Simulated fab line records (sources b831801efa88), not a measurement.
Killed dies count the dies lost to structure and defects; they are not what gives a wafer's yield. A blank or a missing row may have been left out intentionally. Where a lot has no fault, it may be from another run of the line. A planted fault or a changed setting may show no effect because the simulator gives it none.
Which of the tools did it? :: flow sky130 :: 28 wafers from 10 lots sampled at 3 of the route's 708 steps

## WHAT EACH GAUGE READ, for each wafer
SKY_CONTACT_RS_MEAS_25: measures by four-point-probe.
lot: L785
measured: day 33 02:40
on: film-metro-02
CONTACT_W_RS (ohm/sq): 0.500 0.507 0.499 0.507

lot: L786
measured: day 33 13:26
on: film-metro-01
CONTACT_W_RS (ohm/sq): 0.334 0.486 0.334 0.485

lot: L789
measured: day 34 09:19
on: film-metro-01
CONTACT_W_RS (ohm/sq): 0.334 0.338 0.485 0.334 0.338 0.484

lot: L794
measured: day 36 06:23
on: film-metro-02
CONTACT_W_RS (ohm/sq): 0.346 0.342 0.341

lot: L793
measured: day 36 08:50
on: film-metro-02
CONTACT_W_RS (ohm/sq): 0.339 0.335 0.338

lot: L797
measured: day 37 01:32
on: film-metro-02
CONTACT_W_RS (ohm/sq): 0.334 0.328 0.339

lot: L798
measured: day 37 16:34
on: film-metro-01
CONTACT_W_RS (ohm/sq): 0.337 0.339 0.341

lot: L799
measured: day 37 17:56
on: film-metro-02
CONTACT_W_RS (ohm/sq): 0.341 0.344 0.339

lot: L800
measured: day 38 01:26
on: film-metro-01
CONTACT_W_RS (ohm/sq): 0.342 0.337 0.338

lot: L801
measured: day 38 08:31
on: film-metro-02
CONTACT_W_RS (ohm/sq): 0.341 0.342 0.338

## WHAT TOOL EACH LOT RAN ON (gives the tool, then ch and the chambers of the sampled wafers, and finally the start)
lot: L785
SKY_POLY_CUT_STRIP_12: plasma-asher-04 ch 0,1, day 25 22:16
SKY_CONTACT_CVD_24: cvd-w-01 ch 0,1, day 33 02:32

lot: L786
SKY_POLY_CUT_STRIP_12: plasma-asher-02 ch 0,1, day 26 09:04
SKY_CONTACT_CVD_24: cvd-w-01 ch 0,1, day 33 13:20

lot: L789
SKY_POLY_CUT_STRIP_12: plasma-asher-04 ch 0,1, day 27 08:15
SKY_CONTACT_CVD_24: cvd-w-01 ch 0,1, day 34 09:11

lot: L794
SKY_POLY_CUT_STRIP_12: plasma-asher-04 ch 0,1, day 29 07:11
SKY_CONTACT_CVD_24: cvd-w-02 ch 0,1, day 36 06:16

lot: L793
SKY_POLY_CUT_STRIP_12: plasma-asher-03 ch 0,1, day 29 09:32
SKY_CONTACT_CVD_24: cvd-w-02 ch 0,1, day 36 08:44

lot: L797
SKY_POLY_CUT_STRIP_12: plasma-asher-03 ch 0,1, day 30 02:44
SKY_CONTACT_CVD_24: cvd-w-01 ch 0,1, day 37 01:24

lot: L798
SKY_POLY_CUT_STRIP_12: plasma-asher-03 ch 0,1, day 30 19:23
SKY_CONTACT_CVD_24: cvd-w-01 ch 1, day 37 16:26

lot: L799
SKY_POLY_CUT_STRIP_12: plasma-asher-02 ch 0,1, day 30 23:23
SKY_CONTACT_CVD_24: cvd-w-02 ch 0,1, day 37 17:48

lot: L800
SKY_POLY_CUT_STRIP_12: plasma-asher-04 ch 0,1, day 31 05:12
SKY_CONTACT_CVD_24: cvd-w-02 ch 1, day 38 01:19

lot: L801
SKY_POLY_CUT_STRIP_12: plasma-asher-02 ch 0,1, day 31 14:10
SKY_CONTACT_CVD_24: cvd-w-02 ch 1, day 38 08:25
- SKY_POLY_CUT_STRIP_12: strips in O2/N2.
- SKY_CONTACT_CVD_24: deposits W, target thk 340 nm, time 102.12 s.

## THE ANSWER, worked out from the rows above alone
Rule: the usual values come from the lots themselves. Put in order of their means at a reading, lots are off if they are a third of the lots or fewer, leave a main group of 4 or more, and stand apart from it by a gap of 3 or more times the standard deviation of the main group's means; of several such gaps the widest counts. A main group is skipped when, at the precision printed for the reading in the tables above, its means are all equal. Also off: a lot with no number at a reading for which 4 or more lots have one. The other lots that the step has rows for count as sound.
Off: L785, L786, L789, at SKY_CONTACT_RS_MEAS_25 (CONTACT_W_RS). The main group: mean 0.339 ohm/sq, standard deviation 0.0028.
A tool fits if, at a process step before that reading, it ran every lot that is off, and no sound lot after the first of them. Gauges at SKY_CONTACT_RS_MEAS_25: tried the same way as those tools. Of those tried, none fits.

## WHAT WAS PUT IN BY THE SIMULATOR
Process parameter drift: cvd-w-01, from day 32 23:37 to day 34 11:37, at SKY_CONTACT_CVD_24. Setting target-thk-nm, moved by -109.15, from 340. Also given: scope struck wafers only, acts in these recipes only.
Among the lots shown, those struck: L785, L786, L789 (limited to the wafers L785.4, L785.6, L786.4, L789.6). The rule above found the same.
